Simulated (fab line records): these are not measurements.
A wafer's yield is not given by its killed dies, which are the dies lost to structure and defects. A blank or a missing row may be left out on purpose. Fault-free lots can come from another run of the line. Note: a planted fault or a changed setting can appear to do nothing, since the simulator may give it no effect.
A lot that was struck, set against a sound lot -- flow sky130 -- 15 steps out of a route of 708
Sound: these wafers, L518.1, L518.2, L518.4. Wafers struck: L537.3, L537.4, L537.6. Last of all comes the cause.
Order at every step that has rows: each side's tool, ch and its chambers, its first start. Under that, the readings that differ: sound wafers -- struck wafers -- difference of the means -- sigmas: that difference in standard deviations of wafers without a fault.
alike: same words and numbers on both sides, and readings whose means sit less than 2 such deviations apart. not compared: any withheld reading, any reading some wafer has no value for, any bound like >300 that may hide the same value, and any number with overlapping values for which the record gives no deviation.
A row with sigmas, a row that says differs or no value, or rows on one side alone: a step with any of these is where the two part. Numbers that have no deviation but don't overlap get no sigmas and don't part them. Lack of a reading on every wafer of one side parts them only where that side has two or more wafers.

SKY_PASSIVATION_CVD_02: deposits Si3N4, target thk 540 nm.
  sound on pecvd-01 ch 1,2, day 44 03:58; struck on pecvd-02 ch 1,2, day 48 18:47
  alike: heater power w
SKY_PASSIVATION_THK_MEAS_03:
  struck on film metro-04, day 48 19:02; sound on film metro-03, day 44 04:11
  alike: PASSIVATION_CVD_02_THK
then, 7 steps without rows for these wafers: SKY_PASSIVATION_DEHYDRATE_04 (time 60 s); SKY_PASSIVATION_HMDS_05 (prime time 60 s); SKY_PASSIVATION_COAT_06 (resist thk 3000 nm); SKY_PASSIVATION_SOFTBAKE_07; SKY_PASSIVATION_EXPOSE_08 (exposes mask NSM, target cd 3000 nm); SKY_PASSIVATION_PEB_09; SKY_PASSIVATION_DEVELOP_10 (develop time 60 s).
SKY_PASSIVATION_ETCH_11: etches the open film in CF4/O2, stops on AlCu, target depth 725 nm, time 161.1 s.
  sound on rie diel-02 ch 1,2,3, day 45 02:16; struck on rie diel-02 ch 0,2,3, day 49 12:34
  alike: drypump motor current A, oes product au, throttle valve pct
  not compared: rf hours counter h
SKY_PASSIVATION_STRIP_12: strips in O2/N2.
  sound on plasma asher-04 ch 0,1, day 45 02:23; struck on plasma asher-02 ch 0,1, day 49 12:43
reading,sound,struck,difference,sigmas
strip time to endpoint s (s),31.39 31.34 31.44,31.67 31.73 31.67,+0.30,+2
  alike: drypump motor current A, oes product au
  not compared: rf hours counter h
then, 1 step without rows for these wafers: SKY_PAD_OPEN_DEHYDRATE_00 (time 60 s).
SKY_PAD_OPEN_HMDS_01: prime time 60 s.
  sound on litho track-04 ch 0, day 45 12:25; struck on litho track-01 ch 0, day 49 20:07
reading,sound,struck,difference,sigmas
prime temp c (C),119.98 120.04 119.97,118.30 118.30 118.34,-1.68,-14
then, 1 step without rows for these wafers: SKY_PAD_OPEN_COAT_02 (resist thk 3000 nm).
SKY_PAD_OPEN_PROBE_99:
  struck on prober-02, day 50 07:29; sound on prober-02, day 46 01:33
  alike: defect limited yield, killed_at_M0_to_M3, killed_at_M4_up, killed at contacts, killed at front end, killed at other, killed dies, killed open, killed short, sort_bin_3_pad_short, sort_bin_5_function, sort_bin_6_memory, sort n pass, sort yield pct

== WHERE THEY PART ==
Last at SKY_PAD_OPEN_HMDS_01 as far as this record goes, first at SKY_PASSIVATION_STRIP_12. Later steps at which nothing parts them and some readings are alike: SKY_PAD_OPEN_PROBE_99.

WHY: whatever the simulator had introduced
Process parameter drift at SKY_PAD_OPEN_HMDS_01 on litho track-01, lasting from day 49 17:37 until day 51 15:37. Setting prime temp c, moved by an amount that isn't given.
